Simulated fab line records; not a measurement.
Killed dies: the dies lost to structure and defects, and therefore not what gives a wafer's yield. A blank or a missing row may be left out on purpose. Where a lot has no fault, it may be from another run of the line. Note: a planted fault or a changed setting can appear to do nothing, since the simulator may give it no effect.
2 desks, one fault / flow sky130 / each desk has only its own numbers; what lay behind them comes last

## DESK OF THE TOOL OWNER: pvdSputter-04
At SKY_METAL5_SPUTTER_01 (material TiN, target thk 20 nm, time 16.7 s) the tool's own readings: per lot run on this tool, the mean of the sampled wafers that have a number. Marked OUT: a lot whose mean sits more than 4 standard deviations from the usual mean, which makes it out of limits; the brackets give that distance.
Columns: A = chamberPressurePa at SKY_METAL5_SPUTTER_01, usual 0.3999 Pa; B = throttleValvePct at SKY_METAL5_SPUTTER_01, usual 30.1 %
lot=L889; first seen here=day 42 17:33; A=0.3994; B=30.5
lot=L895; first seen here=day 46 09:43; A=0.4003; B=30.1
lot=L905; first seen here=day 47 02:40; A=0.4006; B=30.1
lot=L908; first seen here=day 47 15:52; A=0.4003; B=30.0
This desk found nothing out of limits on any of the 4 lots.

## AT THE METROLOGY DESK
Lot by lot, what the gauges showed, no matter which tool ran the lot: averages of those sampled wafers that carry a number. Marked OUT: a lot whose mean sits more than 4 standard deviations from the usual mean, which makes it out of limits; the brackets give that distance.
Columns: A = VIA4_OVL at SKY_VIA4_OVL_MEAS_11, usual -0.4 nm; B = VIA4_W_RS at SKY_VIA4_RS_MEAS_19, usual 0.233 ohm/sq; C = VIA4_W_THK at SKY_VIA4_THK_MEAS_20, usual 489 nm
lot=L889; first seen here=day 42 16:04; A=-1.0; B=0.235; C=490
lot=L895; first seen here=day 46 08:16; A=-0.6; B=0.228; C=500
lot=L905; first seen here=day 47 01:14; A=0.1; B=0.231; C=496
lot=L908; first seen here=day 47 14:28; A=0.2; B=0.231; C=499
lot=L910; first seen here=day 47 20:01; A=-0.3; B=0.230; C=499
lot=L911; first seen here=day 49 00:37; A=0.1; B=0.239; C=475
This desk found nothing out of limits on any of the 6 lots.

## ALL TOGETHER
The tool owner's desk saw nothing out of limits.
From the metrology desk's view, nothing was out of limits.

## WHAT THE SIMULATOR PUT IN
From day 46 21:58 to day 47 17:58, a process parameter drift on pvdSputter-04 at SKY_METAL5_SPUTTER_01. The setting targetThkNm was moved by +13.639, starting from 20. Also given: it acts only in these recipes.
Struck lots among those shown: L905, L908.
